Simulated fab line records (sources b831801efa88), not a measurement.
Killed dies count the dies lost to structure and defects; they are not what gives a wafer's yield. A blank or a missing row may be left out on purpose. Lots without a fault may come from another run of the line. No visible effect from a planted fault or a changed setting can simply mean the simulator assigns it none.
Matching of chambers + flow sky130 + SKY_POLY_GATE_ETCH_16 on rie_diel-03 has 4 sister chambers
The step etches Si3N4 in CH3F/O2, stops on poly-Si, time 147.5 s, target depth 75 nm. 4 wafers are shown with their chamber, then 8 later ones without.

## WAFERS WITH THEIR CHAMBER
| wafer  | chamber | drypump_motor_current_A (A) |
|--------|---------|-----------------------------|
| L078.4 | 3       | 4.9                         |
| L090.1 | 1       | 5.6                         |
| L090.6 | 0       | 5.1                         |
| L093.1 | 2       | 5.7                         |

## WAFERS MISSING THEIR CHAMBER
| wafer  | drypump_motor_current_A (A) |
|--------|-----------------------------|
| L093.4 | 5.1                         |
| L093.6 | 5.0                         |
| L095.1 | 5.6                         |
| L095.3 | 5.6                         |
| L095.6 | 5.7                         |
| L097.3 | 5.6                         |
| L097.5 | 4.9                         |
| L097.6 | 5.0                         |

## CHAMBER TAKEN BY EACH
| wafer  | from the rows above     | in truth                   |
|--------|-------------------------|----------------------------|
| L093.4 | 0                       | 0                          |
| L093.6 | can't be placed: 0 or 3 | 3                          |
| L095.1 | 1                       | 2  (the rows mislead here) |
| L095.3 | 1                       | 1                          |
| L095.6 | 2                       | 2                          |
| L097.3 | 1                       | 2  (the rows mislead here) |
| L097.5 | 3                       | 3                          |
| L097.6 | can't be placed: 0 or 3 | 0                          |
4 of 8 placed correctly. From these rows, 2 cannot be placed; in 2 the true chamber is one of the candidates. 2 placed wrongly.
How it was worked out, from the rows above alone: a wafer's distance from a chamber is the root of the sum, over the readings, of the square of ((its reading less the chamber's mean) divided by the reading's scatter). The wafer belongs to the nearest chamber; if the next one is less than 2 further off, it can't be placed. Each chamber's mean is taken over the wafers shown for it. The scatter: root of mean squared gap, hidden wafer to nearest shown wafer, with one shown wafer a chamber.
